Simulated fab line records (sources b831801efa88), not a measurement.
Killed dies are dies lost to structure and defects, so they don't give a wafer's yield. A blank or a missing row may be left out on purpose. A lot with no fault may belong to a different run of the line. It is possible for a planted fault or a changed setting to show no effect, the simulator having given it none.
2 desks looking at one fault	flow sky130	what lay behind the numbers comes last; until then each desk has only its own

FOR THE TOOL OWNER'S DESK: lithoTrack-02
The tool's own readings at SKY_METAL4_SOFTBAKE_09 (time 90 s): means of the sampled wafers that have a number, for each lot that ran on this tool. Marked OUT: a lot whose mean sits more than 4 standard deviations from the usual mean, which makes it out of limits; the brackets give that distance.
Columns: A = heaterPowerTotalW at SKY_METAL4_SOFTBAKE_09, usual 57.36 W; B = plateTempC at SKY_METAL4_SOFTBAKE_09, usual 99.98 C
lot	first seen here	A	B
L524	day 41 00:00	57.36	99.80
L528	day 43 01:00	57.38	99.83
L532	day 43 17:00	57.27	100.05
L537	day 45 02:00	58.31 (+7.9) OUT	101.50 (+12) OUT
L538	day 45 12:00	58.55 (+9.9) OUT	101.35 (+11) OUT
This desk finds L537, L538 out of limits, L537 being first, at day 45 02:00 (heaterPowerTotalW at SKY_METAL4_SOFTBAKE_09). Within limits: L524, L528, L532.

THE METROLOGY DESK
What the gauges read, lot by lot, whatever tool the lot ran on: means of the sampled wafers that have a number. Marked OUT: a lot whose mean sits more than 4 standard deviations from the usual mean, which makes it out of limits; the brackets give that distance.
Columns: A = CAP2M_OVL at SKY_CAP2M_OVL_MEAS_12, usual 0.3 nm
lot	first seen here	A
L524	day 40 10:37	-0.3
L525	day 41 01:38	1.0
L526	day 41 19:12	0.6
L527	day 42 02:25	0.3
L529	day 42 06:58	-1.3
L528	day 42 12:58	1.2
L530	day 42 17:34	2.0
L532	day 43 05:16	-0.5
L537	day 44 14:55	2.9
L538	day 45 00:57	-0.2
L544	day 46 09:46	-0.5
This desk found nothing out of limits on any of the 11 lots.

PUT TOGETHER
At day 45 02:00, on L537, L538, the tool owner's desk was in a position to raise an alarm.
Nothing out of limits was seen by the metrology desk.
The metrology desk has L537, L538 on record, within its limits.
Every lot named ran SKY_METAL4_SOFTBAKE_09 on lithoTrack-02.

WHAT THE SIMULATOR HAD PUT IN
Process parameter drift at SKY_METAL4_SOFTBAKE_09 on lithoTrack-02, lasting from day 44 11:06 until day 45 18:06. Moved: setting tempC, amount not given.
Lots struck among those shown: L537, L538.
Each desk's first reading out of limits, in hours after the fault started: the tool owner's desk, 15.
